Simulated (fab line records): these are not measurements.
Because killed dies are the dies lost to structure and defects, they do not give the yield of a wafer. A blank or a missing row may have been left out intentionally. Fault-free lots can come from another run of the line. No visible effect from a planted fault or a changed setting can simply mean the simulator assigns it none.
Which tool did it? | flow gf180mcu | 12 lots, 36 wafers sampled, at 5 steps of a route of 602

== WHAT THE GAUGES SHOWED, per wafer ==
GF_V5_BOW_MEAS_05.
lot  | measured     | on            | V5_BOW (um)
L108 | day 26 20:26 | film metro-01 | 130 113 127
L109 | day 27 06:52 | film metro-01 | 115 126 130
L110 | day 27 10:19 | film metro-02 | 143 137 130
L111 | day 27 12:34 | film metro-04 | 142 144 137
L114 | day 28 17:47 | film metro-04 | 134 140 139
L116 | day 29 05:34 | film metro-04 | 134 140 126
L118 | day 29 18:52 | film metro-04 | 122 119 128
L121 | day 30 21:42 | film metro-04 | 109 118 110
L126 | day 31 22:16 | film metro-01 | 128 131 132
L127 | day 32 06:35 | film metro-02 | 120 127 124
L129 | day 32 17:17 | film metro-04 | 136 138 138
L130 | day 32 18:54 | film metro-02 | 142 142 144

GF_V5_CD_MEAS_14: the cd target is 260 nm.
lot  | measured     | on        | cd nm (nm)
L108 | day 27 16:20 | cd sem-01 | 259.6 258.7 259.2
L109 | day 28 02:46 | cd sem-02 | 259.5 258.4 261.7
L110 | day 28 06:26 | cd sem-01 | 259.6 261.0 261.0
L111 | day 28 08:04 | cd sem-01 | 260.5 260.7 260.7
L114 | day 29 13:01 | cd sem-02 | 257.7 259.5 259.1
L116 | day 30 00:16 | cd sem-01 | 260.2 260.3 260.9
L118 | day 30 13:10 | cd sem-01 | 259.8 259.6 259.3
L121 | day 31 14:38 | cd sem-01 | 260.8 260.6 262.1
L126 | day 32 13:49 | cd sem-02 | 258.6 259.1 258.6
L127 | day 32 22:20 | cd sem-02 | 258.5 257.7 258.1
L129 | day 33 08:53 | cd sem-02 | 260.2 261.3 261.5
L130 | day 33 10:28 | cd sem-02 | 258.0 258.4 258.2

GF_PASSIVATION_THK_MEAS_01.
lot  | measured     | on            | PASSIVATION_CVD_00_THK (nm)
L108 | day 28 14:24 | film metro-02 | 976 974 1000
L109 | day 29 00:59 | film metro-01 | 987 992 994
L110 | day 29 04:50 | film metro-01 | 987 993 1017
L111 | day 29 06:20 | film metro-02 | 990 997 995
L114 | day 30 10:49 | film metro-02 | 997 986 1014
L116 | day 30 20:43 | film metro-02 | 984 1008 1006
L118 | day 31 09:29 | film metro-02 | 993 1020 1018
L121 | day 32 10:22 | film metro-02 | 995 992 1015
L126 | day 33 08:43 | film metro-02 | 1119 1105 1113
L127 | day 33 16:41 | film metro-03 | 1107 1126 1120
L129 | day 34 02:56 | film metro-02 | 987 1021 994
L130 | day 34 04:07 | film metro-03 | 980 994 1009

== EACH LOT AND THE TOOL THAT RAN IT (in order: tool; ch and the chambers of the sampled wafers; start) ==
lot  | GF_TOP_METAL_SPUTTER_04      | GF_PASSIVATION_CVD_00
L108 | pvd sputter-04, day 27 18:04 | pecvd-04 ch 0,2, day 28 14:17
L109 | pvd sputter-02, day 28 04:29 | pecvd-01 ch 0,1, day 29 00:53
L110 | pvd sputter-04, day 28 08:13 | pecvd-04 ch 0,1,2, day 29 04:45
L111 | pvd sputter-03, day 28 09:50 | pecvd-01 ch 0,1,2, day 29 06:16
L114 | pvd sputter-04, day 29 14:44 | pecvd-03 ch 0,1,2, day 30 10:44
L116 | pvd sputter-04, day 30 01:59 | pecvd-04 ch 0,1,2, day 30 20:38
L118 | pvd sputter-03, day 30 14:52 | pecvd-04 ch 1,2, day 31 09:24
L121 | pvd sputter-04, day 31 16:22 | pecvd-03 ch 1,2, day 32 10:17
L126 | pvd sputter-02, day 32 15:39 | pecvd-04 ch 0,2, day 33 08:38
L127 | pvd sputter-04, day 33 00:05 | pecvd-04 ch 0,1,2, day 33 16:36
L129 | pvd sputter-04, day 33 10:35 | pecvd-01 ch 0,2, day 34 02:50
L130 | pvd sputter-04, day 33 12:08 | pecvd-01 ch 0,2, day 34 04:01
- GF_TOP_METAL_SPUTTER_04: material TiN, target thk 25 nm, time 20.8 s.
- GF_PASSIVATION_CVD_00: deposits SiO2 from TEOS, target thk 1000 nm, time 111.95 s.

== AS READ BY THE TOOLS THEMSELVES (means over the sampled wafers that have a number; for cases with no such wafer, the mark the record gives instead) ==
GF_TOP_METAL_SPUTTER_04.
lot  | tool           | throttle valve pct (%)
L108 | pvd sputter-04 | 30.5
L109 | pvd sputter-02 | 30.8
L110 | pvd sputter-04 | 30.1
L111 | pvd sputter-03 | 30.1
L114 | pvd sputter-04 | 30.5
L116 | pvd sputter-04 | 30.2
L118 | pvd sputter-03 | 30.9
L121 | pvd sputter-04 | 30.2
L126 | pvd sputter-02 | 30.6
L127 | pvd sputter-04 | 30.7
L129 | pvd sputter-04 | 30.5
L130 | pvd sputter-04 | 31.0

GF_PASSIVATION_CVD_00.
lot  | tool     | heater power w (W) | rf fwd power W (W)
L108 | pecvd-04 | 712                | 596.8
L109 | pecvd-01 | 737                | 598.3
L110 | pecvd-04 | 751                | 596.8
L111 | pecvd-01 | 692                | 597.0
L114 | pecvd-03 | 620                | 598.3
L116 | pecvd-04 | 758                | 596.3
L118 | pecvd-04 | 771                | 597.3
L121 | pecvd-03 | 645                | 600.1
L126 | pecvd-04 | 571                | 834.3
L127 | pecvd-04 | 644                | 837.2
L129 | pecvd-01 | 703                | 596.9
L130 | pecvd-01 | 681                | 597.1

== THE ANSWER, worked out from the rows above alone ==
Rule: what is usual is taken from the lots themselves. Put in order of their means at a reading, lots are off if they are a third of the lots or fewer, leave a main group of 4 or more, and stand apart from it by a gap of 3 or more times the standard deviation of the main group's means; of several such gaps the widest counts. A main group is skipped when, at the precision printed for the reading in the tables above, its means are all equal. Also off: a lot with no number at a reading for which 4 or more lots have one. Where the step has rows for the other lots, those lots are counted as sound. The gauges are gone through in route order, then the tools' own readings, and for those a lot's mean is taken as printed above. At the first step where some lot is off, the reading lying furthest off is the one used; lots without a number count as furthest.
Off: at GF_PASSIVATION_THK_MEAS_01 (PASSIVATION_CVD_00_THK), L126, L127. Main group: mean 997 nm, sd 6.8.
If a tool, at a process step before that reading, ran all the lots that are off and no sound lot after the first of them, it fits. The gauges at GF_PASSIVATION_THK_MEAS_01 aren't tried: what is off there is off at GF_PASSIVATION_CVD_00 too, on other tools, and a gauge's error can't cause that. One fits: GF_PASSIVATION_CVD_00 on pecvd-04. Its last sound lot is L118 (day 31 09:24), its first lot that is off L126 (day 33 08:38): a fault that began between those two fits.
The tool's own readings at GF_PASSIVATION_CVD_00 bear it out: on the lots that are off they differ by more than 5 times the standard deviation of the sound lots' means. rf fwd power W reads 835.8 W there against 597.5 W on the sound lots.

== WHAT THE SIMULATOR PUT IN ==
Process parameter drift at GF_PASSIVATION_CVD_00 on pecvd-04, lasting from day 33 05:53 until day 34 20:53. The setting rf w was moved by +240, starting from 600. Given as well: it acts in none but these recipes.
Struck lots among those shown: L126, L127. Same finding as the rule above.
